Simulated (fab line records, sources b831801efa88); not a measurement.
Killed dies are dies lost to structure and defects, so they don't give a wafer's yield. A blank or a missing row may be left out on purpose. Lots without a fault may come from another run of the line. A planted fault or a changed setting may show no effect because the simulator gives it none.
Which tool did it? | flow gf180mcu | 12 lots, 36 wafers sampled, at 2 steps of a route of 602

WHAT THE GAUGES READ, wafer by wafer
GF_M3_THK_MEAS_06: measures by xrf.
lot  | measured     | on            | M3_ALCU_THK (nm)
L075 | day 20 14:47 | film_metro-01 | 443 447 439
L077 | day 21 15:19 | film_metro-04 | 459 458 453
L079 | day 22 01:44 | film_metro-01 | 444 448 446
L081 | day 23 02:52 | film_metro-03 | 452 453 456
L083 | day 23 18:37 | film_metro-04 | 440 448 445
L085 | day 24 07:40 | film_metro-04 | 445 442 443
L087 | day 25 00:52 | film_metro-04 | 444 440 438
L089 | day 25 19:51 | film_metro-03 | 444 447 438
L091 | day 26 03:20 | film_metro-01 | 451 448 451
L093 | day 26 21:44 | film_metro-03 | 448 456 458
L095 | day 27 11:13 | film_metro-04 | 445 442 439
L097 | day 28 04:55 | film_metro-01 | 444 441 442

WHICH TOOL RAN EACH LOT (tool, then ch and the chambers of the sampled wafers, then the start)
lot  | GF_M3_SPUTTER_02
L075 | pvd_sputter-04, day 20 14:35
L077 | pvd_sputter-03, day 21 15:07
L079 | pvd_sputter-03, day 22 01:31
L081 | pvd_sputter-02, day 23 02:38
L083 | pvd_sputter-04, day 23 18:23
L085 | pvd_sputter-04, day 24 07:28
L087 | pvd_sputter-04, day 25 00:39
L089 | pvd_sputter-04, day 25 19:37
L091 | pvd_sputter-02, day 26 03:08
L093 | pvd_sputter-03, day 26 21:31
L095 | pvd_sputter-04, day 27 10:58
L097 | pvd_sputter-03, day 28 04:41
- GF_M3_SPUTTER_02: material AlCu, target thk 450 nm, time 23.9 s.

THE ANSWER, worked out from the rows above alone
Rule: what is usual is taken from the lots themselves. Put in order of their means at a reading, lots are off if they are a third of the lots or fewer, leave a main group of 4 or more, and stand apart from it by a gap of 3 or more times the standard deviation of the main group's means; of several such gaps the widest counts. A main group whose means are all the same, to the digits that the tables above print for the reading, isn't used. A lot without any number at a reading at which 4 lots or more have one is off too. The other lots that the step has rows for count as sound.
No lot is off at any reading shown: from this, nothing can be told.

WHAT THE SIMULATOR HAD PUT IN
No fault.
